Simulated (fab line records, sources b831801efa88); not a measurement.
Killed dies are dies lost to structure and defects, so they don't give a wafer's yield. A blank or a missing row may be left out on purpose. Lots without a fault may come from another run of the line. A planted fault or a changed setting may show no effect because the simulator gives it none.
A struck lot beside a sound one | flow sky130 | 31 steps out of a route of 708
Sound: wafers L900.1, L900.3, L900.6. Struck: wafers L907.4, L907.5. (L907.3 of the same lot was not struck and is left out.) The cause comes at the end.
At each step with rows: each side's tool, then ch and its chambers, then its first start. Under that, the readings that differ: sound wafers | struck wafers | difference of the means | sigmas: that difference in standard deviations of wafers without a fault.
alike: readings whose means differ by less than 2 such deviations, and words and numbers that are the same on both sides. not compared: withheld readings, readings that some wafer has no value for, bounds like >300 that may hide the same value, and numbers for which the record gives no deviation and whose values overlap.
The two part at a step that has a row with sigmas, a row that says differs or no value, or rows on one side only. Numbers that don't overlap but have no deviation are shown without sigmas and don't part them. A reading that every wafer of one side lacks parts them only if that side has two wafers or more.

SKY_LI_CONTACT_OVL_MEAS_13:
  sound on overlay-01, day 31 21:06; struck on overlay-01, day 33 21:11
  alike: LI_CONTACT_OVL
then, 1 step without rows for these wafers: SKY_LI_CONTACT_ETCH_14 (etches BARC in N2/H2, stops on SiO2, time 45.9 s, target depth 60 nm).
SKY_LI_CONTACT_ETCH_15: etches PSG in C4F8/O2/Ar, stops on Si, target depth 600 nm.
  sound on rie_diel-01 ch 0,1,3, day 31 21:11; struck on rie_diel-02 ch 1, day 33 21:15
  alike: oes_product_au
then, 3 steps without rows for these wafers: SKY_LI_CONTACT_STRIP_16 (strips in O2/N2); SKY_LI_CONTACT_CLEAN_17 (cleans in NMP, time 600 s); SKY_LI_CONTACT_PRE_CLEAN_18 (time 5.6 s).
SKY_LI_CONTACT_SPUTTER_19: material Ti, target thk 20 nm, time 106.37 s.
  sound on pvd_sputter-04, day 31 21:35; struck on pvd_sputter-01, day 33 21:39
  alike: throttle_valve_pct
then, 1 step without rows for these wafers: SKY_LI_CONTACT_SPUTTER_20 (material TiN, target thk 20 nm, time 80 s).
SKY_LI_CONTACT_CVD_21: deposits W, target thk 400 nm, time 120.56 s.
  sound on cvd_w-01 ch 0, day 31 21:43; struck on cvd_w-02 ch 0,1, day 33 21:49
  alike: heater_power_w
SKY_LI_CONTACT_RS_MEAS_22: measures by four-point-probe.
  sound on film_metro-01, day 31 21:50; struck on film_metro-01, day 33 21:57
  alike: LI_CONTACT_W_RS
SKY_LI_CONTACT_THK_MEAS_23: measures by xrf.
  sound on film_metro-01, day 31 21:58; struck on film_metro-01, day 33 22:03
  alike: LI_CONTACT_W_THK
then, 1 step without rows for these wafers: SKY_LI_CONTACT_CMP_24 (polishes, stops on PSG, t overpolish 20 s, target thk 0 nm).
SKY_LOCAL_INTERCONNECT_SPUTTER_00: material TiN, target thk 100 nm, time 83.3 s.
  sound on pvd_sputter-02, day 31 22:19; struck on pvd_sputter-02, day 33 22:23
  reading                                                | sound             | struck      | difference | sigmas
  model.TiN_of_LOCAL_INTERCONNECT_SPUTTER_00.thk_nm (nm) | 99.52 99.64 100.1 | 110.4 109.8 | +10.3      |
  alike: throttle_valve_pct
SKY_LOCAL_INTERCONNECT_RS_MEAS_01: measures by four-point-probe.
  sound on film_metro-02, day 31 22:23; struck on film_metro-02, day 33 22:29
  reading                            | sound             | struck      | difference | sigmas
  LOCAL_INTERCONNECT_TIN_RS (ohm/sq) | 14.17 14.18 14.15 | 12.74 12.81 | -1.39      | -11
SKY_LOCAL_INTERCONNECT_THK_MEAS_02: measures by xrf.
  sound on film_metro-02, day 31 22:30; struck on film_metro-02, day 33 22:35
  reading                         | sound          | struck      | difference | sigmas
  LOCAL_INTERCONNECT_TIN_THK (nm) | 97.9 97.9 98.3 | 107.9 108.1 | +10.0      | +11
then, 8 steps without rows for these wafers: SKY_LOCAL_INTERCONNECT_DEHYDRATE_03 (time 60 s); SKY_LOCAL_INTERCONNECT_HMDS_04 (prime time 60 s); SKY_LOCAL_INTERCONNECT_COAT_05 (resist thk 60 nm); SKY_LOCAL_INTERCONNECT_COAT_06 (resist thk 450 nm); SKY_LOCAL_INTERCONNECT_SOFTBAKE_07 (time 90 s); SKY_LOCAL_INTERCONNECT_EXPOSE_08 (exposes mask LI1M, target cd 170 nm); SKY_LOCAL_INTERCONNECT_PEB_09; SKY_LOCAL_INTERCONNECT_DEVELOP_10 (develop time 60 s).
SKY_LOCAL_INTERCONNECT_CD_MEAS_11: target cd 170 nm.
  sound on cd_sem-01, day 33 01:28; struck on cd_sem-02, day 34 23:29
  reading    | sound             | struck      | difference | sigmas
  cd_nm (nm) | 165.5 166.4 167.6 | 170.9 169.5 | +3.7       | +2
SKY_LOCAL_INTERCONNECT_OVL_MEAS_12:
  sound on overlay-02, day 33 01:35; struck on overlay-02, day 34 23:34
  alike: LOCAL_INTERCONNECT_OVL
SKY_LOCAL_INTERCONNECT_ETCH_13: etches BARC in N2/H2, stops on SiO2, time 45.9 s, target depth 60 nm.
  sound on rie_metal-03 ch 0,1, day 33 01:37; struck on rie_metal-03 ch 0, day 34 23:37
  alike: drypump_motor_current_A, n2_flow_sccm, oes_product_au, throttle_valve_pct
  not compared: rf_hours_counter_h
SKY_LOCAL_INTERCONNECT_METAL_ETCH_14: etches TiN in Cl2/BCl3, stops on PSG, target depth 110 nm, time 31.4 s.
  sound on rie_metal-03 ch 0,1, day 33 01:41; struck on rie_metal-03 ch 0, day 34 23:40
  reading                | sound                | struck        | difference | sigmas
  oes_product_au (a.u.)  | 0.944 0.941 0.948    | 0.990 0.988   | +0.045     | +7
  throttle_valve_pct (%) | 21.900 21.896 21.896 | 21.886 21.865 | -0.022     | -2
  alike: drypump_motor_current_A, mfc_cl2_sccm
  not compared: rf_hours_counter_h
SKY_LOCAL_INTERCONNECT_STRIP_15: strips in O2/N2.
  sound on plasma_asher-04 ch 0,1, day 33 01:44; struck on plasma_asher-04 ch 1, day 34 23:44
  alike: drypump_motor_current_A, n2_flow_sccm, o2_flow_sccm, oes_product_au, strip_time_to_endpoint_s
  not compared: rf_hours_counter_h
SKY_LOCAL_INTERCONNECT_STRIP_16: strips in post etch residue remover, time 1200 s.
  sound on wet_bench-01 ch 3, day 33 01:50; struck on wet_bench-01 ch 1, day 34 23:49
  reading                                                | sound             | struck      | difference | sigmas
  model.TiN_of_LOCAL_INTERCONNECT_SPUTTER_00.thk_nm (nm) | 99.09 99.21 99.71 | 109.9 109.4 | +10.3      |
then, 1 step without rows for these wafers: SKY_LOCAL_INTERCONNECT_CLEAN_17 (cleans in IPA, time 180 s).
-- the record jumps here: 14 days lie between the struck wafers' starts before and after (it left off in module LOCAL_INTERCONNECT and takes up again in module PAD_OPEN, whose first step shown is number 708 of the route) --
SKY_PAD_OPEN_PROBE_99:
  sound on prober-01, day 47 15:02; struck on prober-02, day 49 05:01
  reading                        | sound             | struck      | difference | sigmas
  model.etest.res_li.line_ohm_um | 77.95 76.49 76.45 | 67.18 67.9  | -9.42      |
  model.etest.res_li.rs_ohm_sq   | 12.82 12.91 12.79 | 11.57 11.63 | -1.24      |
  alike: killed_at_M0_to_M3, killed_at_M4_up, killed_at_contacts, killed_at_front_end, killed_at_other, killed_dies, killed_on_rim, killed_open, killed_short

WHERE THEY PART
First at SKY_LOCAL_INTERCONNECT_RS_MEAS_01; last, within this record, at SKY_LOCAL_INTERCONNECT_METAL_ETCH_14. Later steps at which nothing parts them and some readings are alike: SKY_LOCAL_INTERCONNECT_STRIP_15, SKY_PAD_OPEN_PROBE_99.

WHY: what the simulator had put in
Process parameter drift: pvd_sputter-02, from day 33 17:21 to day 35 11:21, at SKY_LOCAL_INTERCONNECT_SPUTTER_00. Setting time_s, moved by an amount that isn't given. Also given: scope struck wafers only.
